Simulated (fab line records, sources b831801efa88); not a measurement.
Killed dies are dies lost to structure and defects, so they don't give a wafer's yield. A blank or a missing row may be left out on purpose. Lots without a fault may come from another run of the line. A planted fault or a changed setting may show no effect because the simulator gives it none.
fab line records | flow sky130
record lots=12 wafers=36 last_day=50
route steps=708 shown LI_CONTACT@377 CONTACT@408 PAD_OPEN@708
lots that met no fault: from a run of the same line without faults
start_h: hours from the record's first day to the start of the lot's first wafer shown | wait_h: hours since the lot's step before | " the same as in the row above | L1.1+2: a row that stands for several wafers | - no value, or no start given | * or withheld: withheld | < > ~ a bound
route shown NAME@n: a module of which the file shows steps, and the number in the route of the first | usual: mean/standard deviation of fault-free wafers | same: alike in all rows | chamber/n: place in a boat | sites: the reading at each site | _std_site: their standard deviation | _edge_site: outer sites' mean less inner sites' | radius_mm: how far each site lies from the wafer's centre | mask NAME#n: copy n | behind: the tool/chamber that last shaped the wafer | hold: why the lot was held/for how many hours/how that ended | device: the transistor (n, p or np) that didn't switch | end of line: the same wafers' tests at the end of the route | a step without rows: its recipe alone | killed: dies lost to structure and defects at the first sort, not the wafer's yield | map: a wafer's dies, x killed, . not, _ none there
set.NAME: the setting as run; set.NAME@STEP: as run at that earlier step | model.NAME: the simulator's own value behind a step, which no gauge read
steps of the route over a sample of lots; a table a step, a row a wafer
services: from which hour (start_h, from the record's first day; less than 0 if before it) a tool's chamber was out of use, for how many hours, and why
## steps
# step SKY_LI_CONTACT_ETCH_15
# recipe target=PSG chemistry=C4F8/O2/Ar stop_on=Si taper_deg=4.15 mask_material=KrF-thick source_w=1500 bias_w=1200 pressure_mtorr=40 c4f8_flow_sccm=withheld O2_flow_sccm=6 Ar_flow_sccm=300 time_s=withheld target_depth_a=6000
# usual oes_product_au=0.837/0.0046
# columns lot.wafer tool chamber start_h wait_h oes_product_au
L754.1 rie_diel-04 1 675.22 0.0 0.841
L754.2 " 2 " " 0.830
L754.4 " 3 " " 0.826
L755.1 rie_diel-01 2 696.43 0.0 0.833
L755.4 " 2 " " 0.840
L755.5 " 0 " " 0.833
L756.1 rie_diel-01 2 702.67 0.0 0.846
L756.2 " 0 " " 0.838
L756.4 " 0 " " 0.840
L757.3 rie_diel-01 0 718.97 0.0 0.834
L757.4 " 2 " " 0.845
L757.5 " 3 " " 0.837
L759.1 rie_diel-04 0 722.82 0.0 0.836
L759.3 " 2 " " 0.838
L759.4 " 1 " " 0.832
L758.3 rie_diel-01 0 725.95 0.0 0.842
L758.4 " 2 " " 0.835
L758.5 " 0 " " 0.836
L760.2 rie_diel-03 0 738.17 0.0 0.831
L760.3 " 1 " " 0.837
L760.6 " 3 " " 0.832
L763.2 rie_diel-04 1 765.62 0.0 0.831
L763.3 " 2 " " 0.840
L763.4 " 3 " " 0.830
L767.1 rie_diel-04 0 803.42 0.0 0.845
L767.2 " 1 " " 0.838
L767.4 " 3 " " 0.843
L768.3 rie_diel-01 3 811.08 0.1 0.839
L768.4 " 0 " " 0.842
L768.6 " 0 " " 0.848
L770.2 rie_diel-01 3 828.07 0.0 0.843
L770.4 " 3 " " 0.837
L770.5 " 0 " " 0.837
L772.1 rie_diel-04 2 848.82 0.0 0.848
L772.2 " 1 " " 0.837
L772.6 " 1 " " 0.838
# step SKY_CONTACT_HDPCVD_02
# recipe material=SiO2 target_thk_nm=565 sigma_open_frac=0.3 time_s=94.2 temp_c=600 sih4_flow_sccm=60 pressure_mtorr=6
# usual sih4_flow_sccm=59.98/0.19
# columns lot.wafer tool chamber start_h wait_h sih4_flow_sccm
L754.1 hdpcvd-01 2 706.03 0.1 60.05
L754.2 " 0 " " 60.08
L754.4 " 2 " " 59.83
L755.1 hdpcvd-02 2 726.77 0.1 59.67
L755.4 " 2 " " 59.76
L755.5 " 1 " " 60.22
L756.1 hdpcvd-02 1 732.93 0.1 60.13
L756.2 " 2 " " 60.21
L756.4 " 0 " " 60.08
L757.3 hdpcvd-02 0 749.04 0.0 59.95
L757.4 " 2 " " 60.36
L757.5 " 0 " " 59.75
L759.1 hdpcvd-01 1 752.37 0.1 60.10
L759.3 " 0 " " 59.98
L759.4 " 0 " " 60.00
L758.3 hdpcvd-01 0 756.16 0.0 59.95
L758.4 " 1 " " 60.39
L758.5 " 2 " " 59.74
L760.2 hdpcvd-01 1 768.10 0.0 59.87
L760.3 " 0 " " 60.25
L760.6 " 2 " " 60.05
L763.2 hdpcvd-01 2 794.92 0.0 59.91
L763.3 " 2 " " 60.31
L763.4 " 0 " " 60.22
L767.1 hdpcvd-02 0 832.13 0.1 71.91
L767.2 " 2 " " 71.73
L767.4 " 1 " " 71.83
L768.3 hdpcvd-02 1 839.83 0.0 71.92
L768.4 " 1 " " 72.02
L768.6 " 2 " " 72.08
L770.2 hdpcvd-01 0 856.84 0.0 59.93
L770.4 " 2 " " 60.12
L770.5 " 0 " " 59.85
L772.1 hdpcvd-01 0 877.10 0.1 60.14
L772.2 " 1 " " 59.80
L772.6 " 1 " " 60.22
# step SKY_CONTACT_THK_MEAS_03
# recipe reads=SiO2_of_CONTACT_HDPCVD_02
# usual CONTACT_HDPCVD_THK=570/6.6
# columns lot.wafer tool chamber start_h wait_h CONTACT_HDPCVD_THK[nm]
L754.1 film_metro-01 - 706.10 0.0 571
L754.2 " - " " 575
L754.4 " - " " 570
L755.1 film_metro-02 - 726.84 0.0 573
L755.4 " - " " 571
L755.5 " - " " 570
L756.1 film_metro-01 - 732.99 0.0 567
L756.2 " - " " 577
L756.4 " - " " 566
L757.3 film_metro-02 - 749.13 0.1 561
L757.4 " - " " 577
L757.5 " - " " 562
L759.1 film_metro-01 - 752.44 0.0 565
L759.3 " - " " 562
L759.4 " - " " 564
L758.3 film_metro-01 - 756.25 0.1 578
L758.4 " - " " 570
L758.5 " - " " 563
L760.2 film_metro-02 - 768.18 0.0 567
L760.3 " - " " 578
L760.6 " - " " 564
L763.2 film_metro-02 - 795.03 0.1 566
L763.3 " - " " 568
L763.4 " - " " 572
L767.1 film_metro-01 - 832.20 0.0 665
L767.2 " - " " 687
L767.4 " - " " 683
L768.3 film_metro-01 - 839.92 0.1 688
L768.4 " - " " 682
L768.6 " - " " 686
L770.2 film_metro-02 - 856.92 0.0 567
L770.4 " - " " 565
L770.5 " - " " 574
L772.1 film_metro-01 - 877.17 0.0 569
L772.2 " - " " 564
L772.6 " - " " 569
# step SKY_CONTACT_CMP_04
# recipe material=SiO2 down_force_psi=4 platen_rpm=60 pad_velocity_m_s=0.94248
# usual motor_current_A=12.2/1.9 platen_rpm=60.00/0.042 time_to_endpoint_s=83/4.5
# columns lot.wafer tool chamber start_h wait_h motor_current_A platen_rpm time_to_endpoint_s
L754.1 cmp-01 0 706.21 0.1 11.6 60.11 81
L754.4 " 1 " " 13.6 59.97 83
L754.2 " 2 " " 15.6 59.97 79
L755.4 cmp-01 2 727.12 0.2 15.7 60.01 80
L755.1 " 3 " " 9.7 59.99 85
L755.5 " 2 " " 16.3 59.95 83
L756.2 cmp-01 3 733.10 0.1 10.3 60.05 85
L756.4 " 0 " " 11.7 59.95 81
L756.1 " 1 " " 13.7 60.03 85
L757.3 cmp-02 3 749.17 0.0 11.0 59.97 83
L757.4 " 0 " " 10.2 59.99 90
L757.5 " 0 " " 10.9 59.97 79
L759.1 cmp-01 1 752.50 0.1 12.8 60.00 87
L759.4 " 2 " " 15.2 60.01 80
L759.3 " 0 " " 12.0 60.04 81
L758.4 cmp-02 1 756.43 0.2 13.4 59.94 85
L758.3 " 2 " " 11.2 60.00 86
L758.5 " 0 " " 10.8 60.03 83
L760.3 cmp-02 2 768.23 0.0 11.6 60.00 83
L760.2 " 0 " " 11.0 59.99 80
L760.6 " 3 " " 10.9 60.02 82
L763.4 cmp-01 3 795.08 0.0 10.4 60.02 83
L763.3 " 0 " " 12.1 60.06 80
L763.2 " 2 " " 15.6 60.03 80
L767.1 cmp-01 2 832.26 0.1 15.7 60.03 111
L767.2 " 3 " " 10.2 60.01 119
L767.4 " 1 " " 12.9 60.04 124
L768.4 cmp-01 3 840.06 0.1 9.9 59.99 122
L768.3 " 0 " " 11.4 59.92 119
L768.6 " 0 " " 12.2 60.13 122
L770.2 cmp-01 3 856.97 0.0 9.4 60.00 80
L770.4 " 1 " " 13.5 60.00 83
L770.5 " 0 " " 11.8 60.00 79
L772.1 cmp-02 0 877.28 0.1 10.7 60.10 88
L772.2 " 1 " " 13.2 60.05 90
L772.6 " 3 " " 10.4 59.98 88
# step SKY_CONTACT_ETCH_17
# recipe target=SiO2 chemistry=C4F8/O2/Ar stop_on=Si3N4 mask_material=KrF-thick source_w=1500 bias_w=1200 pressure_mtorr=40 c4f8_flow_sccm=withheld O2_flow_sccm=6 Ar_flow_sccm=300 time_s=withheld target_depth_a=3400
# usual oes_product_au=0.892/0.0051
# columns lot.wafer tool chamber start_h wait_h oes_product_au
L754.1 rie_diel-02 3 734.18 0.0 0.881
L754.2 " 2 " " 0.893
L754.4 " 1 " " 0.904
L755.1 rie_diel-04 1 755.15 0.0 0.892
L755.4 " 3 " " 0.889
L755.5 " 1 " " 0.892
L756.1 rie_diel-02 0 761.14 0.0 0.897
L756.2 " 2 " " 0.894
L756.4 " 3 " " 0.889
L757.3 rie_diel-04 2 776.80 0.0 0.895
L757.4 " 1 " " 0.899
L757.5 " 2 " " 0.896
L759.1 rie_diel-02 0 780.73 0.0 0.891
L759.3 " 2 " " 0.890
L759.4 " 1 " " 0.895
L758.3 rie_diel-04 1 783.85 0.0 0.888
L758.4 " 0 " " 0.896
L758.5 " 1 " " 0.896
L760.2 rie_diel-02 1 795.48 0.0 0.893
L760.3 " 2 " " 0.892
L760.6 " 1 " " 0.886
L763.2 rie_diel-04 2 822.07 0.0 0.896
L763.3 " 1 " " 0.892
L763.4 " 3 " " 0.897
L767.1 rie_diel-04 2 859.07 0.0 0.884
L767.2 " 1 " " 0.888
L767.4 " 0 " " 0.885
L768.3 rie_diel-02 3 866.87 0.0 0.898
L768.4 " 3 " " 0.898
L768.6 " 1 " " 0.890
L770.2 rie_diel-02 1 883.65 0.0 0.893
L770.4 " 0 " " 0.901
L770.5 " 1 " " 0.895
L772.1 rie_diel-02 3 903.75 0.0 0.899
L772.2 " 1 " " 0.893
L772.6 " 2 " " 0.898
# step SKY_CONTACT_CVD_24
# recipe material=W target_thk_nm=340 time_s=102.12 temp_c=400 pressure_torr=40
# usual heater_power_w=776/52
# columns lot.wafer tool chamber start_h wait_h heater_power_w
L754.1 cvd_w-01 0 734.96 0.0 715
L754.2 " 1 " " 793
L754.4 " 1 " " 798
L755.1 cvd_w-01 1 756.26 0.0 785
L755.4 " 1 " " 808
L755.5 " 1 " " 798
L756.1 cvd_w-01 0 761.89 0.0 717
L756.2 " 1 " " 802
L756.4 " 1 " " 806
L757.3 cvd_w-01 0 777.68 0.1 708
L757.4 " 1 " " 804
L757.5 " 1 " " 805
L759.1 cvd_w-02 0 781.49 0.0 747
L759.3 " 0 " " 760
L759.4 " 1 " " 858
L758.3 cvd_w-02 0 784.67 0.1 764
L758.4 " 1 " " 838
L758.5 " 0 " " 756
L760.2 cvd_w-02 0 796.22 0.0 764
L760.3 " 1 " " 845
L760.6 " 1 " " 875
L763.2 cvd_w-02 1 822.89 0.1 840
L763.3 " 1 " " 844
L763.4 " 1 " " 852
L767.1 cvd_w-01 0 859.83 0.0 700
L767.2 " 1 " " 814
L767.4 " 0 " " 724
L768.3 cvd_w-01 1 867.65 0.1 811
L768.4 " 0 " " 695
L768.6 " 1 " " 793
L770.2 cvd_w-01 0 884.40 0.0 695
L770.4 " 1 " " 802
L770.5 " 1 " " 799
L772.1 cvd_w-01 1 904.57 0.0 814
L772.2 " 0 " " 711
L772.6 " 1 " " 820
# step SKY_PAD_OPEN_PROBE_99
# usual killed_at_M0_to_M3=44/7.4 killed_at_M4_up=3.1/1.8 killed_at_contacts=25/6 killed_at_front_end=15/4.4 killed_at_other=0.3/0.49 killed_dies=88/10 killed_on_rim=17/3.6 killed_open=48/7.4 killed_short=39/6.3
# same gross_dies=492 killed_at_back_side=0
# columns lot.wafer tool chamber start_h wait_h killed_at_M0_to_M3 killed_at_M4_up killed_at_contacts killed_at_front_end killed_at_other killed_dies killed_on_rim killed_open killed_short
L757.3 prober-01 - 1111.69 0.2 48 2 29 9 0 88 24 42 46
L757.4 prober-01 - 1111.74 0.2 47 1 36 19 1 104 22 53 51
L757.5 prober-01 - 1111.79 0.2 58 2 28 15 0 103 20 58 45
L767.1 prober-01 - 1171.17 0.1 45 2 29 11 0 87 17 57 30
L767.2 prober-01 - 1171.22 0.1 32 2 25 18 0 77 16 43 34
L767.4 prober-01 - 1171.32 0.2 25 5 24 14 0 68 13 32 36
L768.3 prober-02 - 1178.40 0.2 53 1 25 19 1 99 17 55 43
L768.4 prober-02 - 1178.45 0.2 42 1 18 14 0 75 12 47 28
L768.6 prober-02 - 1178.55 0.2 44 3 25 13 1 86 18 51 34
# killed by level:class
L757.3 VIA1:geometric_particle:open=14 LI_CONTACT:geometric_particle:short=9 LI_CONTACT:geometric_particle:open=6 CONTACT:geometric_particle:open=6 METAL2:geometric_particle:short=6 VIA1:geometric_particle:short=5 LOCAL_INTERCONNECT:geometric_particle:short=5 METAL1:geometric_particle:short=5
L757.4 VIA1:geometric_particle:open=13 LI_CONTACT:geometric_particle:open=10 METAL1:geometric_particle:short=8 CONTACT:geometric_particle:open=8 LOCAL_INTERCONNECT:geometric_particle:short=6 FIELD_ISO:geometric_particle:short=5 POLY_GATE:geometric_particle:short=5 VIA1:geometric_particle:short=5
L757.5 VIA1:geometric_particle:open=13 VIA2:geometric_particle:open=11 LI_CONTACT:geometric_particle:open=8 CONTACT:geometric_particle:open=7 VIA1:geometric_particle:short=6 LOCAL_INTERCONNECT:geometric_particle:short=6 FIELD_ISO:geometric_particle:short=5 METAL3:geometric_particle:short=5
L767.1 LI_CONTACT:geometric_particle:open=13 VIA1:geometric_particle:open=12 CONTACT:geometric_particle:open=11 METAL1:geometric_particle:short=7 VIA3:geometric_particle:open=6 VIA2:geometric_particle:open=5 METAL3:geometric_particle:short=5 VIA1:geometric_particle:short=4
L767.2 LI_CONTACT:geometric_particle:open=8 CONTACT:geometric_particle:open=8 POLY_GATE:geometric_particle:open=7 VIA2:geometric_particle:open=6 POLY_GATE:geometric_particle:short=5 METAL3:geometric_particle:short=5 METAL1:geometric_particle:short=4 VIA1:geometric_particle:open=4
L767.4 CONTACT:geometric_particle:short=9 LI_CONTACT:geometric_particle:open=7 CONTACT:geometric_particle:open=7 POLY_GATE:geometric_particle:open=5 METAL2:geometric_particle:short=5 VIA1:geometric_particle:open=4 METAL4:geometric_particle:short=4 VIA1:geometric_particle:short=3
L768.3 LI_CONTACT:geometric_particle:open=10 CONTACT:geometric_particle:open=9 VIA1:geometric_particle:open=9 VIA2:geometric_particle:open=9 VIA3:geometric_particle:open=9 VIA2:geometric_particle:short=8 METAL1:geometric_particle:short=6 POLY_GATE:geometric_particle:open=5
L768.4 VIA1:geometric_particle:open=10 CONTACT:geometric_particle:open=7 LI_CONTACT:geometric_particle:open=7 POLY_GATE:geometric_particle:short=6 VIA2:geometric_particle:open=6 METAL1:geometric_particle:short=5 VIA1:geometric_particle:short=4 VIA3:geometric_particle:open=4
L768.6 CONTACT:geometric_particle:open=12 VIA3:geometric_particle:open=9 VIA1:geometric_particle:short=6 VIA1:geometric_particle:open=6 POLY_GATE:geometric_particle:short=5 VIA2:geometric_particle:open=5 LI_CONTACT:geometric_particle:open=5 METAL1:geometric_particle:short=5
## services
# columns tool chamber start_h hours kind
cvd_w-01 - 660.27 0.8 repair
hdpcvd-01 1 675.66 27.7 repair
rie_diel-01 1 680.49 132.0 repair
rie_diel-01 3 694.55 10.0 repair
hdpcvd-01 0 708.62 8.7 repair
cmp-01 - 741.06 4.6 pm
rie_diel-01 0 742.49 2.3 repair
cmp-01 - 747.75 0.6 repair
hdpcvd-01 - 759.46 2.8 pm
rie_diel-04 - 770.10 4.3 pm
cmp-01 - 777.48 1.3 repair
cmp-01 - 780.97 1.6 repair
hdpcvd-01 1 783.23 13.2 repair
rie_diel-01 2 801.81 9.5 repair
rie_diel-01 2 821.06 6.9 repair
rie_diel-04 0 824.30 7.4 repair
rie_diel-01 - 824.76 0.8 repair
rie_diel-04 1 840.81 7.8 repair
hdpcvd-01 - 845.46 0.8 repair
rie_diel-04 3 857.72 8.3 repair
cmp-01 - 860.10 0.2 repair
rie_diel-01 3 862.30 2.6 repair
cvd_w-01 1 884.75 4.2 repair
rie_diel-04 1 884.78 2.2 repair
## key
first_sign step=SKY_CONTACT_HDPCVD_02 reading=sih4_flow_sccm direction=up sigmas=62 usual=59.98 struck=71.91
effect step=SKY_CONTACT_THK_MEAS_03 reading=CONTACT_HDPCVD_THK direction=up sigmas=17 usual=570 struck=682
effect step=SKY_CONTACT_CMP_04 reading=time_to_endpoint_s direction=up sigmas=8 usual=* struck=*
met_at SKY_CONTACT_HDPCVD_02
struck_lots L767,L768
tester_left_out L767,L768
not_acting_at SKY_LI_CONTACT_ETCH_15,SKY_CONTACT_ETCH_17,SKY_CONTACT_CVD_24
onset_between 749.04 832.13
fault kind=process_parameter_drift tool=hdpcvd-02 chamber=- onset_h=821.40 steps=SKY_CONTACT_HDPCVD_02 channel=sih4_flow_sccm offset=12 shape=step end_h=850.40 acts_in=these_recipes_only stated=60
# tester_left_out: of these lots the tester's yield and bins aren't shown, on N5 and GAA mostly nor the transistor test; their killed dies are dies lost to structure and defects alone, not to doping, threshold or leakage, so they don't give the yield
